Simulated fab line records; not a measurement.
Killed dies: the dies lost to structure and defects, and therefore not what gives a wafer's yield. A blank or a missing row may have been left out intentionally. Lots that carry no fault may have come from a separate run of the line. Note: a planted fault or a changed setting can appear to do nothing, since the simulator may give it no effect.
Problem report, 8D (eight disciplines) form, completed by code / flow gf180mcu / the parts of the form that need people (team, actions taken, sign-off) are left out

1. PROBLEM STATEMENT
At GF_POLY_GATE_CD_MEAS_10, cd_nm averages 273.3 nm over 6 wafers from 2 lots, while fault-free wafers read 279.9 nm, standard deviation 1.3. That is -5.1 standard deviations from the usual mean.
The step: target cd 280 nm.
Seen first at day 13 01:37 on cd_sem-01, wafer L791.1. At this step, 42 wafers from 14 lots have a number in the record. The rule behind "out" and "out of limits": a value lying over 4 standard deviations away from the usual mean. Any other wafer with a number is counted as sound.

2. WHAT IT IS, WHAT IT ISN'T
question=which readings at this step | is=cd_nm | is not=-
question=which lots | is=L791, L793 | is not=L780, L781, L783, L785, L786, L787, L788, L789, L792, L799, L800, L802
question=which wafers of those lots | is=all that have a number | is not=-
question=read on which gauges | is=cd_sem-01 | is not=cd_sem-02
question=when | is=from day 13 01:37 | is not=up to then (24 sound wafers); but 12 sound wafers of L792, L799, L800, L802 came after

3. WHAT RULES OUT EACH SUSPECT
Counting: a tool at any process step up to the reading remains a suspect when it ran all the lots that are out and ran no sound lot after the first of those.
- the gauge at GF_POLY_GATE_CD_MEAS_10: kept. All the wafers that are out were read on cd_sem-01, and no step on other tools shows them out.
- litho_track-04 at GF_POLY_GATE_PEB_08 (peb time 90 s): kept. Every lot that is out went through it, starting with L791 (day 13 01:16), and after that it ran no sound lot; the last sound lot it ran before then is L786 (day 11 08:47).
Left after counting: litho_track-04 at GF_POLY_GATE_PEB_08, cd_sem-01 at GF_POLY_GATE_CD_MEAS_10.

4. THE CAUSE (what the simulator had put in)
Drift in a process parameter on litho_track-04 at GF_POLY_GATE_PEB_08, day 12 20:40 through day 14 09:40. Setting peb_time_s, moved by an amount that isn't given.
Counting leaves 2 suspects; this tool is one of them.

5. THE EFFECT CHAIN, in route order
Rows list readings where the struck wafers' mean (over those with a number) sits beyond 3 standard deviations from the usual. Only readings whose record carries a usual standard deviation are examined. hours: median over the lots of the time between each lot's start at the first step of this table that gives one and its start at this step. sigmas: the change, counted in usual standard deviations.
hours=0; step=GF_POLY_GATE_CD_MEAS_10; reading=cd_nm; usual=279.9 nm; on struck wafers=273.3; change=-6.6; sigmas=-5.1
Later measuring or inspecting steps at which every struck wafer that the step has a row for has a number for every such reading, and none has moved that far: GF_V2_CD_MEAS_14.

6. HOW IT WOULD HAVE BEEN CAUGHT EARLIER
Counted from the fault's start at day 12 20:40, it took 5 hours until the first out-of-limits reading at a measuring or inspecting step in this record, taken at day 13 01:37.
An alarm limit of 4 standard deviations would not have fired on the tool readings at GF_POLY_GATE_PEB_08 for which the record gives a usual standard deviation, since none of them was out on any struck wafer.
Among the 2 lots that are out, L793 began GF_POLY_GATE_PEB_08 on litho_track-04 after day 13 01:37. Had the tool been put on hold then, it would have been spared.
